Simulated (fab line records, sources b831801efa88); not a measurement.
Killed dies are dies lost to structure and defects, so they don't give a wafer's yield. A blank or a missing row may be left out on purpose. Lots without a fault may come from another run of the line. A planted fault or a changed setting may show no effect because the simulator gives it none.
Which tool did it? | flow sky130 | 12 lots, 36 wafers sampled, at 2 steps of a route of 708

WHAT THE GAUGES READ, wafer by wafer
SKY_METAL2_OVL_MEAS_16.
lot  | measured     | on         | METAL2_OVL (nm)
L075 | day 35 04:50 | overlay-01 | -1 -5 4
L077 | day 35 20:45 | overlay-01 | 0 0 -5
L079 | day 36 18:00 | overlay-01 | -7 -1 2
L081 | day 37 04:42 | overlay-01 | 11 8 3
L082 | day 38 14:02 | overlay-02 | 6 6 -4
L084 | day 38 16:26 | overlay-01 | 5 -3 1
L087 | day 39 02:51 | overlay-02 | 0 1 -2
L089 | day 40 00:23 | overlay-01 | 4 4 12
L092 | day 40 10:17 | overlay-01 | 10 -5 5
L093 | day 40 17:06 | overlay-01 | 1 4 5
L095 | day 41 04:02 | overlay-01 | 9 -4 5
L097 | day 41 16:37 | overlay-02 | 5 0 -5

WHICH TOOL RAN EACH LOT (tool, then ch and the chambers of the sampled wafers, then the start)
lot  | SKY_METAL2_SPUTTER_01
L075 | pvd_sputter-03, day 34 02:10
L077 | pvd_sputter-03, day 34 17:14
L079 | pvd_sputter-02, day 35 16:01
L081 | pvd_sputter-01, day 36 02:18
L082 | pvd_sputter-03, day 37 12:13
L084 | pvd_sputter-01, day 37 14:25
L087 | pvd_sputter-02, day 38 01:51
L089 | pvd_sputter-02, day 38 22:59
L092 | pvd_sputter-01, day 39 09:20
L093 | pvd_sputter-01, day 39 16:52
L095 | pvd_sputter-02, day 40 03:43
L097 | pvd_sputter-02, day 40 17:16
- SKY_METAL2_SPUTTER_01: material TiN, target thk 20 nm, time 16.7 s.

THE ANSWER, worked out from the rows above alone
Rule: what is usual is taken from the lots themselves. Put in order of their means at a reading, lots are off if they are a third of the lots or fewer, leave a main group of 4 or more, and stand apart from it by a gap of 3 or more times the standard deviation of the main group's means; of several such gaps the widest counts. A main group whose means are all the same, to the digits that the tables above print for the reading, isn't used. A lot without any number at a reading at which 4 lots or more have one is off too. The other lots that the step has rows for count as sound.
No lot is off at any reading shown: from this, nothing can be told.

WHAT THE SIMULATOR HAD PUT IN
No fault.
